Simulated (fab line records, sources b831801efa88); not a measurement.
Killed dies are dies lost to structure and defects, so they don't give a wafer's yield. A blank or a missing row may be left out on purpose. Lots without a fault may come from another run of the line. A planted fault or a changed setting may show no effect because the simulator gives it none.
Which tool did it? | flow gf180mcu | 7 lots, 21 wafers sampled, at 2 steps of a route of 602

WHAT THE GAUGES READ, wafer by wafer
GF_HV_LDD_CD_MEAS_31: target cd 400 nm.
lot  | measured     | on        | cd_nm (nm)
L220 | day 11 20:20 | cd_sem-02 | 401.7 401.6 403.0
L222 | day 12 09:27 | cd_sem-01 | 401.2 399.3 400.8
L225 | day 13 14:59 | cd_sem-02 | 402.3 402.8 400.2
L228 | day 14 12:13 | cd_sem-01 | 403.2 403.1 401.1
L230 | day 15 01:09 | cd_sem-02 | 403.3 401.9 399.2
L238 | day 17 16:16 | cd_sem-02 | 393.9 396.4 395.1
L240 | day 18 10:46 | cd_sem-02 | 393.2 390.3 393.1

WHICH TOOL RAN EACH LOT (tool, then ch and the chambers of the sampled wafers, then the start)
lot  | GF_HV_LDD_EXPOSE_28
L220 | iline_stepper-02 ch 0, day 11 11:04
L222 | iline_stepper-01 ch 0, day 12 00:12
L225 | iline_stepper-01 ch 0, day 13 05:05
L228 | iline_stepper-02 ch 0, day 14 01:33
L230 | iline_stepper-01 ch 0, day 14 14:59
L238 | iline_stepper-02 ch 0, day 17 04:38
L240 | iline_stepper-02 ch 0, day 17 22:58
- GF_HV_LDD_EXPOSE_28: exposes mask Nplus HV AREA, target cd 400 nm.

THE ANSWER, worked out from the rows above alone
Rule: what is usual is taken from the lots themselves. Put in order of their means at a reading, lots are off if they are a third of the lots or fewer, leave a main group of 4 or more, and stand apart from it by a gap of 3 or more times the standard deviation of the main group's means; of several such gaps the widest counts. A main group whose means are all the same, to the digits that the tables above print for the reading, isn't used. A lot without any number at a reading at which 4 lots or more have one is off too. The other lots that the step has rows for count as sound.
Off: L238, L240, at GF_HV_LDD_CD_MEAS_31 (cd_nm). The main group: mean 401.6 nm, standard deviation 0.69.
A tool fits if, at a process step before that reading, it ran every lot that is off, and no sound lot after the first of them. The gauges at GF_HV_LDD_CD_MEAS_31 are tried like those tools. Can't be told from this: 2 tools fit, iline_stepper-02 at GF_HV_LDD_EXPOSE_28, cd_sem-02 at GF_HV_LDD_CD_MEAS_31.

WHAT THE SIMULATOR HAD PUT IN
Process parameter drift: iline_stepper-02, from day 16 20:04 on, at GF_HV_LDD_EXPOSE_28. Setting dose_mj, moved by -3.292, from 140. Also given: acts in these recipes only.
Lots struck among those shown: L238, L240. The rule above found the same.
